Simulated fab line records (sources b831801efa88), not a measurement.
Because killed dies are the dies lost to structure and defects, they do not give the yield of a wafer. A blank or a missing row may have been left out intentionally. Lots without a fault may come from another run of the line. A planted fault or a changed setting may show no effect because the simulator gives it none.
fab line records	flow gf180mcu
[record] lots = 24	wafers = 72	last_day = 34
route steps=602 shown V4@497 MIM@503 V5@541
lots that met no fault: from a run of the same line without faults
start_h: hours from the record's first day to the start of the lot's first wafer shown	wait_h: time in hours since the lot's previous step	" the same as in the row above	L1.1+2: a row that stands for several wafers	- either no value or no given start	* or withheld: withheld	< > ~ a bound
route shown NAME@n: a module of which the file shows steps, and the number in the route of the first	usual: mean and standard deviation over wafers with no fault	same: alike in all rows	chamber/n: place in a boat	sites: per-site readings	_std_site: standard deviation across them	_edge_site: the outer-site mean with the inner-site mean subtracted	radius_mm: how far each site lies from the wafer's centre	mask NAME#n: copy n	behind: the most recent tool/chamber to have shaped the wafer	hold: why the lot was held/for how many hours/how that ended	device: the transistor (n, p or np) that didn't switch	end of line: the same wafers' tests at the end of the route	step lacking rows: just its recipe	killed: not the wafer's yield, but the dies lost to structure and defects at the first sort	map: the dies of a wafer, with x for killed, . for not killed, _ for no die there
set.NAME: the setting that was run; set.NAME@STEP: the one run at that earlier step	model.NAME: the simulator's own value behind a step, which no gauge read
a sample of lots followed through the steps of the route, with each step as a table and each wafer as a row
services: the hour from which a tool's chamber was out of use, counted from the record's first day as start_h (under 0 if before that day), plus the number of hours and why
[[steps]]
[step GF_V4_SPUTTER_21]
[recipe] material = Ti	target_thk_nm = 15	chamber_pressure_pa = 5	power_w = 2500	substrate_temp_c = 200	time_s = 80.02
[usual] substrate_temp_c = 199.97/0.15	throttle_valve_pct = 30.2/0.72
lot.wafer	tool	chamber	start_h	wait_h	substrate_temp_c	throttle_valve_pct
L074.1	pvd_sputter-03	-	570.41	0.0	199.91	29.6
L074.5	"	-	"	"	200.07	29.5
L074.6	"	-	"	"	200.14	29.3
L075.1	pvd_sputter-02	-	571.83	0.0	199.86	30.9
L075.5	"	-	"	"	200.17	30.7
L075.6	"	-	"	"	199.80	30.5
L076.4	pvd_sputter-03	-	583.39	0.0	200.03	29.3
L076.5	"	-	"	"	200.09	29.4
L076.6	"	-	"	"	200.10	29.1
L077.2	pvd_sputter-03	-	594.43	0.0	200.26	30.6
L077.3	"	-	"	"	199.93	29.5
L077.6	"	-	"	"	199.88	30.2
L078.3	pvd_sputter-01	-	599.27	0.0	199.94	31.6
L078.5	"	-	"	"	199.96	30.4
L078.6	"	-	"	"	200.05	31.3
L079.1	pvd_sputter-02	-	600.10	0.0	199.73	30.7
L079.3	"	-	"	"	199.76	31.2
L079.4	"	-	"	"	200.01	30.7
L080.1	pvd_sputter-01	-	614.29	0.0	200.08	30.3
L080.3	"	-	"	"	199.87	29.1
L080.4	"	-	"	"	200.00	31.0
L081.1	pvd_sputter-02	-	619.69	0.0	200.25	30.7
L081.3	"	-	"	"	200.17	30.7
L081.6	"	-	"	"	199.80	31.5
L082.2	pvd_sputter-02	-	626.60	0.0	200.08	30.7
L082.4	"	-	"	"	199.76	30.8
L082.6	"	-	"	"	200.13	30.7
L083.2	pvd_sputter-01	-	633.27	0.0	199.95	30.7
L083.3	"	-	"	"	200.04	29.8
L083.4	"	-	"	"	199.88	29.1
L084.1	pvd_sputter-02	-	641.98	0.0	199.93	30.8
L084.3	"	-	"	"	199.85	30.6
L084.4	"	-	"	"	200.03	30.5
L085.1	pvd_sputter-03	-	651.74	0.0	200.19	29.4
L085.4	"	-	"	"	200.06	29.0
L085.5	"	-	"	"	199.70	30.2
L086.1	pvd_sputter-03	-	655.68	0.0	199.93	30.4
L086.3	"	-	"	"	199.84	29.6
L086.6	"	-	"	"	199.79	29.3
L087.1	pvd_sputter-01	-	668.93	0.0	199.90	29.6
L087.3	"	-	"	"	200.17	31.4
L087.4	"	-	"	"	199.74	30.4
L088.1	pvd_sputter-03	-	673.00	0.0	200.08	30.4
L088.5	"	-	"	"	200.18	30.3
L088.6	"	-	"	"	199.97	29.1
L089.3	pvd_sputter-03	-	675.76	0.0	199.71	29.2
L089.4	"	-	"	"	199.84	29.3
L089.5	"	-	"	"	199.93	30.2
L090.1	pvd_sputter-01	-	685.52	0.0	200.06	29.2
L090.2	"	-	"	"	200.07	29.8
L090.3	"	-	"	"	200.16	30.5
L091.1	pvd_sputter-03	-	691.78	0.0	200.11	30.3
L091.5	"	-	"	"	200.00	30.2
L091.6	"	-	"	"	200.06	30.2
L092.1	pvd_sputter-01	-	701.94	0.0	199.81	29.0
L092.3	"	-	"	"	200.04	31.4
L092.5	"	-	"	"	200.19	31.4
L093.3	pvd_sputter-01	-	704.13	0.0	199.82	31.3
L093.4	"	-	"	"	199.78	29.9
L093.6	"	-	"	"	199.62	30.4
L094.1	pvd_sputter-03	-	710.47	0.0	200.02	29.6
L094.4	"	-	"	"	199.90	29.5
L094.6	"	-	"	"	199.96	30.3
L095.1	pvd_sputter-02	-	719.77	0.0	200.21	30.8
L095.4	"	-	"	"	200.23	30.6
L095.5	"	-	"	"	199.94	30.9
L096.1	pvd_sputter-03	-	722.59	0.0	199.96	30.2
L096.2	"	-	"	"	199.99	30.3
L096.3	"	-	"	"	200.04	29.7
L097.3	pvd_sputter-01	-	728.75	0.0	200.23	29.0
L097.4	"	-	"	"	199.78	30.1
L097.5	"	-	"	"	199.74	30.4
[step GF_MIM_SPUTTER_00]
[recipe] material = Ti	target_thk_nm = 37.5	arriving_ion_energy_ev = 80	substrate_temp_c = 200	chamber_pressure_pa = 2	power_w = 4000	time_s = 150
[usual] substrate_temp_c = 199.99/0.18	throttle_valve_pct = 30.2/0.71
lot.wafer	tool	chamber	start_h	wait_h	substrate_temp_c	throttle_valve_pct
L074.1	pvd_sputter-02	-	571.10	0.1	200.15	30.8
L074.5	"	-	"	"	200.34	30.7
L074.6	"	-	"	"	200.08	31.4
L075.1	pvd_sputter-03	-	572.52	0.1	200.08	29.5
L075.5	"	-	"	"	200.08	29.3
L075.6	"	-	"	"	199.72	30.3
L076.4	pvd_sputter-02	-	584.09	0.2	199.94	30.9
L076.5	"	-	"	"	200.07	30.5
L076.6	"	-	"	"	200.23	30.9
L077.2	pvd_sputter-02	-	595.12	0.1	200.32	30.5
L077.3	"	-	"	"	199.70	30.8
L077.6	"	-	"	"	199.81	31.0
L078.3	pvd_sputter-03	-	599.97	0.1	199.68	29.1
L078.5	"	-	"	"	199.75	30.3
L078.6	"	-	"	"	200.11	29.5
L079.1	pvd_sputter-03	-	600.79	0.1	200.07	30.1
L079.3	"	-	"	"	199.97	29.5
L079.4	"	-	"	"	199.93	30.4
L080.1	pvd_sputter-03	-	614.99	0.2	200.19	29.8
L080.3	"	-	"	"	199.76	30.4
L080.4	"	-	"	"	199.91	29.5
L081.1	pvd_sputter-03	-	620.39	0.2	200.01	29.3
L081.3	"	-	"	"	199.85	29.6
L081.6	"	-	"	"	200.10	30.7
L082.2	pvd_sputter-04	-	627.29	0.1	200.08	30.0
L082.4	"	-	"	"	200.07	30.7
L082.6	"	-	"	"	200.04	29.8
L083.2	pvd_sputter-02	-	633.97	0.1	200.11	30.9
L083.3	"	-	"	"	199.93	30.7
L083.4	"	-	"	"	200.20	31.4
L084.1	pvd_sputter-03	-	642.75	0.1	199.74	29.5
L084.3	"	-	"	"	200.11	29.1
L084.4	"	-	"	"	199.83	30.0
L085.1	pvd_sputter-04	-	652.43	0.1	200.15	28.8
L085.4	"	-	"	"	199.90	31.0
L085.5	"	-	"	"	200.00	30.1
L086.1	pvd_sputter-04	-	656.37	0.1	199.69	30.7
L086.3	"	-	"	"	199.91	30.9
L086.6	"	-	"	"	200.07	31.1
L087.1	pvd_sputter-02	-	669.62	0.1	200.23	30.6
L087.3	"	-	"	"	199.90	30.8
L087.4	"	-	"	"	200.24	30.9
L088.1	pvd_sputter-02	-	673.70	0.2	200.09	30.9
L088.5	"	-	"	"	200.16	30.7
L088.6	"	-	"	"	199.98	30.8
L089.3	pvd_sputter-04	-	676.45	0.2	200.07	30.9
L089.4	"	-	"	"	200.21	29.8
L089.5	"	-	"	"	200.10	29.8
L090.1	pvd_sputter-03	-	686.22	0.1	200.35	29.2
L090.2	"	-	"	"	200.19	30.5
L090.3	"	-	"	"	199.81	29.5
L091.1	pvd_sputter-04	-	692.47	0.1	200.15	30.2
L091.5	"	-	"	"	200.17	28.9
L091.6	"	-	"	"	200.12	30.5
L092.1	pvd_sputter-02	-	702.63	0.1	199.55	30.5
L092.3	"	-	"	"	199.69	30.8
L092.5	"	-	"	"	199.84	30.4
L093.3	pvd_sputter-03	-	704.82	0.1	199.91	29.6
L093.4	"	-	"	"	200.11	30.5
L093.6	"	-	"	"	200.06	29.2
L094.1	pvd_sputter-04	-	711.17	0.2	199.65	28.6
L094.4	"	-	"	"	199.95	29.9
L094.6	"	-	"	"	200.15	30.3
L095.1	pvd_sputter-03	-	720.48	0.2	200.34	29.1
L095.4	"	-	"	"	199.83	29.5
L095.5	"	-	"	"	200.02	30.1
L096.1	pvd_sputter-04	-	723.28	0.2	199.78	30.4
L096.2	"	-	"	"	200.11	30.1
L096.3	"	-	"	"	199.75	28.7
L097.3	pvd_sputter-04	-	729.44	0.1	200.03	29.6
L097.4	"	-	"	"	200.14	30.9
L097.5	"	-	"	"	200.21	30.9
[step GF_MIM_SPUTTER_01]
[recipe] material = TiN	target_thk_nm = 30	power_w = 6500	time_s = 25	chamber_pressure_pa = 0.4
[usual] throttle_valve_pct = 30.2/0.66
lot.wafer	tool	chamber	start_h	wait_h	throttle_valve_pct
L074.1	pvd_sputter-02	-	571.20	0.1	31.0
L074.5	"	-	"	"	30.6
L074.6	"	-	"	"	31.4
L075.1	pvd_sputter-03	-	572.62	0.1	29.7
L075.5	"	-	"	"	29.0
L075.6	"	-	"	"	30.2
L076.4	pvd_sputter-02	-	584.19	0.1	30.8
L076.5	"	-	"	"	30.8
L076.6	"	-	"	"	30.7
L077.2	pvd_sputter-02	-	595.22	0.1	30.3
L077.3	"	-	"	"	30.8
L077.6	"	-	"	"	30.9
L078.3	pvd_sputter-03	-	600.07	0.1	29.4
L078.5	"	-	"	"	30.3
L078.6	"	-	"	"	29.2
L079.1	pvd_sputter-03	-	600.89	0.1	30.0
L079.3	"	-	"	"	29.6
L079.4	"	-	"	"	30.6
L080.1	pvd_sputter-03	-	615.09	0.1	30.4
L080.3	"	-	"	"	30.4
L080.4	"	-	"	"	29.6
L081.1	pvd_sputter-03	-	620.49	0.1	29.2
L081.3	"	-	"	"	29.7
L081.6	"	-	"	"	30.4
L082.2	pvd_sputter-04	-	627.39	0.1	30.0
L082.4	"	-	"	"	30.7
L082.6	"	-	"	"	29.7
L083.2	pvd_sputter-02	-	634.07	0.1	30.7
L083.3	"	-	"	"	30.5
L083.4	"	-	"	"	31.4
L084.1	pvd_sputter-03	-	642.85	0.1	29.6
L084.3	"	-	"	"	29.2
L084.4	"	-	"	"	30.3
L085.1	pvd_sputter-04	-	652.53	0.1	29.0
L085.4	"	-	"	"	30.8
L085.5	"	-	"	"	30.1
L086.1	pvd_sputter-04	-	656.47	0.1	30.3
L086.3	"	-	"	"	30.9
L086.6	"	-	"	"	30.9
L087.1	pvd_sputter-02	-	669.72	0.1	30.4
L087.3	"	-	"	"	30.9
L087.4	"	-	"	"	30.6
L088.1	pvd_sputter-02	-	673.80	0.1	31.0
L088.5	"	-	"	"	30.5
L088.6	"	-	"	"	31.1
L089.3	pvd_sputter-04	-	676.55	0.1	30.5
L089.4	"	-	"	"	30.1
L089.5	"	-	"	"	29.9
L090.1	pvd_sputter-03	-	686.32	0.1	29.3
L090.2	"	-	"	"	30.5
L090.3	"	-	"	"	29.6
L091.1	pvd_sputter-04	-	692.57	0.1	30.3
L091.5	"	-	"	"	28.8
L091.6	"	-	"	"	30.7
L092.1	pvd_sputter-02	-	702.73	0.1	30.5
L092.3	"	-	"	"	30.9
L092.5	"	-	"	"	30.3
L093.3	pvd_sputter-03	-	704.92	0.1	29.8
L093.4	"	-	"	"	30.5
L093.6	"	-	"	"	29.4
L094.1	pvd_sputter-04	-	711.27	0.1	29.4
L094.4	"	-	"	"	30.2
L094.6	"	-	"	"	30.7
L095.1	pvd_sputter-03	-	720.58	0.1	29.2
L095.4	"	-	"	"	29.6
L095.5	"	-	"	"	30.1
L096.1	pvd_sputter-04	-	723.38	0.1	30.6
L096.2	"	-	"	"	29.8
L096.3	"	-	"	"	29.1
L097.3	pvd_sputter-04	-	729.54	0.1	29.9
L097.4	"	-	"	"	30.9
L097.5	"	-	"	"	30.6
[step GF_MIM_SPUTTER_09]
[recipe] material = TiN	target_thk_nm = 35	power_w = 6500	time_s = 29.2	chamber_pressure_pa = 0.4
[usual] throttle_valve_pct = 30.4/0.68
lot.wafer	tool	chamber	start_h	wait_h	throttle_valve_pct
L074.1	pvd_sputter-03	-	571.48	0.0	30.3
L074.5	"	-	"	"	30.4
L074.6	"	-	"	"	30.3
L075.1	pvd_sputter-02	-	572.90	0.0	30.4
L075.5	"	-	"	"	30.8
L075.6	"	-	"	"	31.3
L076.4	pvd_sputter-03	-	584.47	0.0	30.6
L076.5	"	-	"	"	29.7
L076.6	"	-	"	"	30.4
L077.2	pvd_sputter-03	-	595.50	0.0	30.5
L077.3	"	-	"	"	29.1
L077.6	"	-	"	"	29.2
L078.3	pvd_sputter-04	-	600.35	0.0	29.8
L078.5	"	-	"	"	30.4
L078.6	"	-	"	"	28.9
L079.1	pvd_sputter-02	-	601.17	0.0	30.7
L079.3	"	-	"	"	30.7
L079.4	"	-	"	"	30.9
L080.1	pvd_sputter-02	-	615.37	0.0	30.7
L080.3	"	-	"	"	31.4
L080.4	"	-	"	"	30.7
L081.1	pvd_sputter-02	-	620.77	0.0	30.8
L081.3	"	-	"	"	31.4
L081.6	"	-	"	"	30.9
L082.2	pvd_sputter-03	-	627.67	0.0	29.3
L082.4	"	-	"	"	30.3
L082.6	"	-	"	"	30.1
L083.2	pvd_sputter-03	-	634.35	0.0	29.4
L083.3	"	-	"	"	30.5
L083.4	"	-	"	"	29.7
L084.1	pvd_sputter-04	-	643.13	0.0	30.7
L084.3	"	-	"	"	30.5
L084.4	"	-	"	"	29.9
L085.1	pvd_sputter-02	-	652.81	0.0	30.9
L085.4	"	-	"	"	30.2
L085.5	"	-	"	"	30.4
L086.1	pvd_sputter-02	-	656.75	0.0	31.2
L086.3	"	-	"	"	30.4
L086.6	"	-	"	"	30.7
L087.1	pvd_sputter-03	-	670.00	0.0	30.4
L087.3	"	-	"	"	30.1
L087.4	"	-	"	"	29.0
L088.1	pvd_sputter-03	-	674.08	0.0	30.1
L088.5	"	-	"	"	30.4
L088.6	"	-	"	"	30.3
L089.3	pvd_sputter-02	-	676.83	0.0	31.4
L089.4	"	-	"	"	30.8
L089.5	"	-	"	"	30.5
L090.1	pvd_sputter-04	-	686.60	0.0	29.9
L090.2	"	-	"	"	30.7
L090.3	"	-	"	"	29.1
L091.1	pvd_sputter-03	-	692.85	0.0	29.2
L091.5	"	-	"	"	30.0
L091.6	"	-	"	"	29.2
L092.1	pvd_sputter-04	-	703.01	0.0	30.2
L092.3	"	-	"	"	30.6
L092.5	"	-	"	"	30.9
L093.3	pvd_sputter-02	-	705.20	0.0	30.7
L093.4	"	-	"	"	30.4
L093.6	"	-	"	"	30.4
L094.1	pvd_sputter-02	-	711.55	0.0	30.8
L094.4	"	-	"	"	30.9
L094.6	"	-	"	"	30.3
L095.1	pvd_sputter-02	-	720.87	0.0	30.7
L095.4	"	-	"	"	30.6
L095.5	"	-	"	"	30.4
L096.1	pvd_sputter-02	-	723.66	0.0	30.8
L096.2	"	-	"	"	31.6
L096.3	"	-	"	"	30.6
L097.3	pvd_sputter-02	-	729.82	0.0	30.7
L097.4	"	-	"	"	30.4
L097.5	"	-	"	"	30.7
[step GF_MIM_METAL_ETCH_19]
[recipe] chemistry = Cl2/BCl3	mask_material = NOVOLAK	stop_on = Si3N4	target_depth_nm = 324.5	pressure_mtorr = 8	icp_w = 800	bias_w = 140	Cl2_flow_sccm = 80	bcl3_flow_sccm = 40	time_s = 54.1
[usual] drypump_motor_current_A = 5.82/0.19	oes_product_au = 0.941/0.0068	rf_fwd_power_W = 792.7/3	throttle_valve_pct = 28.285/0.01
lot.wafer	tool	chamber	start_h	wait_h	drypump_motor_current_A	oes_product_au	rf_fwd_power_W	rf_hours_counter_h	throttle_valve_pct
L074.1	rie_metal-03	0	592.63	0.1	5.94	0.941	792.7	6.3	28.285
L074.5	"	1	"	"	5.53	0.946	791.7	-	28.285
L074.6	"	0	"	"	5.93	0.949	792.2	-	28.291
L075.1	rie_metal-02	1	593.71	0.1	6.07	0.941	797.1	0.5	28.278
L075.5	"	1	"	"	6.09	0.943	799.2	-	28.272
L075.6	"	0	"	"	5.97	0.949	795.5	-	28.288
L076.4	rie_metal-04	0	605.45	0.1	5.62	0.936	791.4	-	28.282
L076.5	"	0	"	"	5.62	0.927	789.1	-	28.294
L076.6	"	1	"	"	5.89	0.934	791.1	-	28.278
L077.2	rie_metal-02	1	616.51	0.1	6.08	0.950	796.4	1.6	28.281
L077.3	"	1	"	"	6.09	0.945	797.4	-	28.287
L077.6	"	0	"	"	5.97	0.949	793.9	-	28.281
L078.3	rie_metal-03	1	620.90	0.1	5.53	0.945	794.8	-	28.299
L078.5	"	0	"	"	5.94	0.955	796.3	-	28.275
L078.6	"	1	"	"	5.54	0.940	789.7	-	28.283
L079.1	rie_metal-04	1	621.36	0.1	5.87	0.942	795.4	6.9	28.289
L079.3	"	1	"	"	5.87	0.942	792.8	-	28.294
L079.4	"	0	"	"	5.62	0.940	792.4	-	28.288
L080.1	rie_metal-02	1	635.68	0.1	6.09	0.939	796.3	2.1	28.289
L080.3	"	0	"	"	5.96	0.936	790.1	-	28.294
L080.4	"	1	"	"	6.10	0.929	795.7	-	28.305
L081.1	rie_metal-03	1	641.56	0.1	5.56	0.943	792.2	3.6	28.284
L081.3	"	1	"	"	5.56	0.944	791.1	-	28.280
L081.6	"	1	"	"	5.54	0.940	787.6	-	28.274
L082.2	rie_metal-04	0	648.10	0.1	5.66	0.937	790.5	7.1	28.292
L082.4	"	1	"	"	5.86	0.951	794.9	-	28.292
L082.6	"	1	"	"	5.86	0.941	793.0	-	28.291
L083.2	rie_metal-02	0	654.50	0.1	5.97	0.952	795.4	6.6	28.289
L083.3	"	1	"	"	6.07	0.939	794.0	-	28.275
L083.4	"	0	"	"	5.96	0.935	792.6	-	28.301
L084.1	rie_metal-04	0	662.90	0.1	5.65	0.937	791.2	7.7	28.278
L084.3	"	0	"	"	5.63	0.962	792.6	-	28.270
L084.4	"	1	"	"	5.89	0.952	791.9	-	28.287
L085.1	rie_metal-04	1	672.45	0.1	5.92	0.941	789.0	8.8	28.265
L085.4	"	0	"	"	5.61	0.945	790.3	-	28.292
L085.5	"	1	"	"	5.90	0.944	790.8	-	28.292
L086.1	rie_metal-02	1	676.48	0.1	6.09	0.953	793.4	3.7	28.278
L086.3	"	0	"	"	5.96	0.933	796.9	-	28.279
L086.6	"	0	"	"	5.99	0.934	794.9	-	28.288
L087.1	rie_metal-03	0	689.44	0.1	5.95	0.938	795.6	9.0	28.291
L087.3	"	0	"	"	5.91	0.939	790.1	-	28.299
L087.4	"	1	"	"	5.54	0.934	792.2	-	28.285
L088.1	rie_metal-02	1	693.03	0.1	6.08	0.940	797.2	4.5	28.265
L088.5	"	1	"	"	6.07	0.941	794.5	-	28.298
L088.6	"	0	"	"	5.94	0.932	792.9	-	28.284
L089.3	rie_metal-04	0	695.30	0.1	5.63	0.950	787.9	-	28.263
L089.4	"	1	"	"	5.87	0.938	794.6	-	28.283
L089.5	"	1	"	"	5.88	0.940	796.0	-	28.284
L090.1	rie_metal-04	1	705.15	0.1	5.88	0.940	786.6	10.1	28.293
L090.2	"	0	"	"	5.61	0.930	790.9	9.4	28.287
L090.3	"	0	"	"	5.63	0.949	791.1	-	28.292
L091.1	rie_metal-03	0	711.09	0.1	5.92	0.932	789.9	9.9	28.302
L091.5	"	1	"	"	5.51	0.943	793.4	-	28.279
L091.6	"	0	"	"	5.92	0.939	794.0	-	28.298
L092.1	rie_metal-04	0	721.10	0.1	5.61	0.944	792.4	10.1	28.291
L092.3	"	1	"	"	5.89	0.932	789.8	-	28.293
L092.5	"	0	"	"	5.63	0.944	791.1	-	28.284
L093.3	rie_metal-04	1	723.26	0.1	5.90	0.939	794.3	-	28.281
L093.4	"	0	"	"	5.65	0.933	792.0	-	28.281
L093.6	"	0	"	"	5.65	0.938	794.2	-	28.277
L094.1	rie_metal-02	0	729.78	0.1	5.96	0.938	793.7	9.8	28.274
L094.4	"	1	"	"	6.09	0.931	795.0	-	28.279
L094.6	"	0	"	"	5.95	0.940	795.4	-	28.288
L095.1	rie_metal-03	0	738.39	0.1	5.98	0.955	798.4	11.2	28.280
L095.4	"	0	"	"	5.94	0.937	795.3	-	28.278
L095.5	"	1	"	"	5.56	0.935	794.9	-	28.276
L096.1	rie_metal-04	0	741.10	0.1	5.64	0.948	791.0	10.9	28.305
L096.2	"	1	"	"	5.84	0.953	791.6	11.6	28.263
L096.3	"	1	"	"	5.86	0.938	792.8	-	28.282
L097.3	rie_metal-04	1	746.91	0.1	5.90	0.946	792.6	-	28.284
L097.4	"	0	"	"	5.62	0.946	793.3	-	28.276
L097.5	"	1	"	"	5.86	0.949	790.9	-	28.286
[step GF_V5_THK_MEAS_01]
[recipe] reads = SiO2_of_V5_CVD_00
[usual] V5_CVD_00_THK = 299/3.1
lot.wafer	tool	chamber	start_h	wait_h	V5_CVD_00_THK[nm]
L074.1	film_metro-01	-	615.63	0.0	303
L074.5	"	-	"	"	302
L074.6	"	-	"	"	298
L075.1	film_metro-01	-	616.15	0.0	300
L075.5	"	-	"	"	309
L075.6	"	-	"	"	303
L076.4	film_metro-01	-	627.05	0.0	302
L076.5	"	-	"	"	301
L076.6	"	-	"	"	302
L077.2	film_metro-03	-	638.50	0.0	298
L077.3	"	-	"	"	299
L077.6	"	-	"	"	301
L078.3	film_metro-04	-	642.99	0.0	300
L078.5	"	-	"	"	299
L078.6	"	-	"	"	298
L079.1	film_metro-01	-	643.69	0.0	300
L079.3	"	-	"	"	301
L079.4	"	-	"	"	299
L080.1	film_metro-04	-	656.48	0.0	302
L080.3	"	-	"	"	297
L080.4	"	-	"	"	297
L081.1	film_metro-04	-	662.97	0.0	295
L081.3	"	-	"	"	299
L081.6	"	-	"	"	294
L082.2	film_metro-04	-	669.67	0.0	302
L082.4	"	-	"	"	301
L082.6	"	-	"	"	297
L083.2	film_metro-04	-	675.51	0.0	298
L083.3	"	-	"	"	297
L083.4	"	-	"	"	294
L084.1	film_metro-01	-	683.50	0.0	302
L084.3	"	-	"	"	298
L084.4	"	-	"	"	301
L085.1	film_metro-04	-	693.03	0.0	300
L085.4	"	-	"	"	296
L085.5	"	-	"	"	298
L086.1	film_metro-03	-	696.56	0.0	297
L086.3	"	-	"	"	304
L086.6	"	-	"	"	300
L087.1	film_metro-03	-	710.12	0.0	295
L087.3	"	-	"	"	298
L087.4	"	-	"	"	297
L088.1	film_metro-01	-	712.82	0.0	288
L088.5	"	-	"	"	297
L088.6	"	-	"	"	297
L089.3	film_metro-04	-	715.16	0.0	297
L089.4	"	-	"	"	297
L089.5	"	-	"	"	294
L090.1	film_metro-01	-	724.51	0.0	297
L090.2	"	-	"	"	297
L090.3	"	-	"	"	291
L091.1	film_metro-01	-	730.43	0.0	298
L091.5	"	-	"	"	300
L091.6	"	-	"	"	298
L092.1	film_metro-03	-	739.84	0.0	298
L092.3	"	-	"	"	295
L092.5	"	-	"	"	299
L093.3	film_metro-01	-	741.91	0.0	296
L093.4	"	-	"	"	301
L093.6	"	-	"	"	298
L094.1	film_metro-01	-	748.15	0.0	300
L094.4	"	-	"	"	299
L094.6	"	-	"	"	301
L095.1	film_metro-01	-	756.68	0.0	301
L095.4	"	-	"	"	293
L095.5	"	-	"	"	302
L096.1	film_metro-01	-	758.91	0.0	298
L096.2	"	-	"	"	297
L096.3	"	-	"	"	304
L097.3	film_metro-01	-	764.24	0.0	298
L097.4	"	-	"	"	298
L097.5	"	-	"	"	294
[[services]]
tool	chamber	start_h	hours	kind
pvd_sputter-04	-	548.52	0.6	repair
pvd_sputter-04	-	583.50	3.4	repair
pvd_sputter-02	3	590.44	-	consumable_replace:kit
pvd_sputter-02	3	590.44	18.0	scheduled_down
pvd_sputter-02	3	590.44	18.0	vent_cycle
rie_metal-02	0	600.13	4.5	repair
pvd_sputter-04	-	614.11	9.4	repair
rie_metal-03	0	635.68	18.4	repair
rie_metal-03	-	642.37	2.8	pm
pvd_sputter-03	-	643.75	4.7	repair
pvd_sputter-04	3	652.65	-	consumable_replace:kit
pvd_sputter-04	3	652.65	18.0	scheduled_down
pvd_sputter-04	3	652.65	18.0	vent_cycle
pvd_sputter-02	2	705.24	-	consumable_replace:kit
pvd_sputter-02	2	705.24	18.0	scheduled_down
pvd_sputter-02	2	705.24	18.0	vent_cycle
pvd_sputter-03	0	720.70	-	consumable_replace:kit
pvd_sputter-03	0	720.70	18.0	scheduled_down
pvd_sputter-03	0	720.70	18.0	vent_cycle
pvd_sputter-04	-	727.56	0.9	repair
pvd_sputter-04	2	731.29	-	consumable_replace:kit
pvd_sputter-04	2	731.29	18.0	scheduled_down
pvd_sputter-04	2	731.29	18.0	vent_cycle
pvd_sputter-02	-	740.98	8.5	repair
[[key]]
fault none
